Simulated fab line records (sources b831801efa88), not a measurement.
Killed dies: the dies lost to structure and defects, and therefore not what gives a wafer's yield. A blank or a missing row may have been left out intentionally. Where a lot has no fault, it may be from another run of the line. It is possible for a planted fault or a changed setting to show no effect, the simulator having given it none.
What tool caused it? :: flow sky130 :: Sampling: 7 lots, 21 wafers, 2 of 708 route steps

## WHAT THE GAUGES READ, wafer by wafer
SKY_LDD_LDN_TW_MEAS_13.
lot: L839
measured: day 22 21:44
on: filmMetro-03
LDD_LDN_TW: 1475 1480 1479

lot: L841
measured: day 23 18:53
on: filmMetro-02
LDD_LDN_TW: 1478 1469 1477

lot: L844
measured: day 25 02:52
on: filmMetro-03
LDD_LDN_TW: 1498 1496 1501

lot: L846
measured: day 25 19:52
on: filmMetro-02
LDD_LDN_TW: 1454 1471 1468

lot: L852
measured: day 28 02:22
on: filmMetro-03
LDD_LDN_TW: 1370 1374 1372 1374 1384 1370

lot: L855
measured: day 29 05:35
on: filmMetro-02
LDD_LDN_TW: 1467 1459 1458

lot: L859
measured: day 29 23:27
on: filmMetro-03
LDD_LDN_TW: 1489 1502 1500

## WHICH TOOL RAN EACH LOT (tool, then ch and the chambers of the sampled wafers, then the start)
lot: L839
SKY_LDD_LDN_IMPLANT_11: implanter-01 ch 0, day 22 21:31

lot: L841
SKY_LDD_LDN_IMPLANT_11: implanter-02 ch 0, day 23 18:38

lot: L844
SKY_LDD_LDN_IMPLANT_11: implanter-02 ch 0, day 25 02:37

lot: L846
SKY_LDD_LDN_IMPLANT_11: implanter-03 ch 0, day 25 19:37

lot: L852
SKY_LDD_LDN_IMPLANT_11: implanter-03, day 28 02:07

lot: L855
SKY_LDD_LDN_IMPLANT_11: implanter-01 ch 0, day 29 05:21

lot: L859
SKY_LDD_LDN_IMPLANT_11: implanter-03 ch 0, day 29 23:12
- SKY_LDD_LDN_IMPLANT_11

## THE ANSWER, worked out from the rows above alone
Rule: what is usual is taken from the lots themselves. The widest of any qualifying gaps counts: lots, ordered by their means at a reading, are off when they make up no more than a third of the lots, leave a main group of 4 or more, and stand apart from it by 3 or more times the standard deviation of that group's means. If all means in a main group match to the digits the tables above print for the reading, that group is not used. Also off: a lot with no number at a reading for which 4 or more lots have one. All remaining lots with rows at the step are treated as sound.
Off: at SKY_LDD_LDN_TW_MEAS_13 (LDD_LDN_TW), L852. The main group: mean 1479, standard deviation 14.
A tool fits if, at a process step before that reading, it ran every lot that is off, and no sound lot after the first of them. Gauges at SKY_LDD_LDN_TW_MEAS_13: tried the same way as those tools. No candidate that was tried fits.

## WHAT THE SIMULATOR HAD PUT IN
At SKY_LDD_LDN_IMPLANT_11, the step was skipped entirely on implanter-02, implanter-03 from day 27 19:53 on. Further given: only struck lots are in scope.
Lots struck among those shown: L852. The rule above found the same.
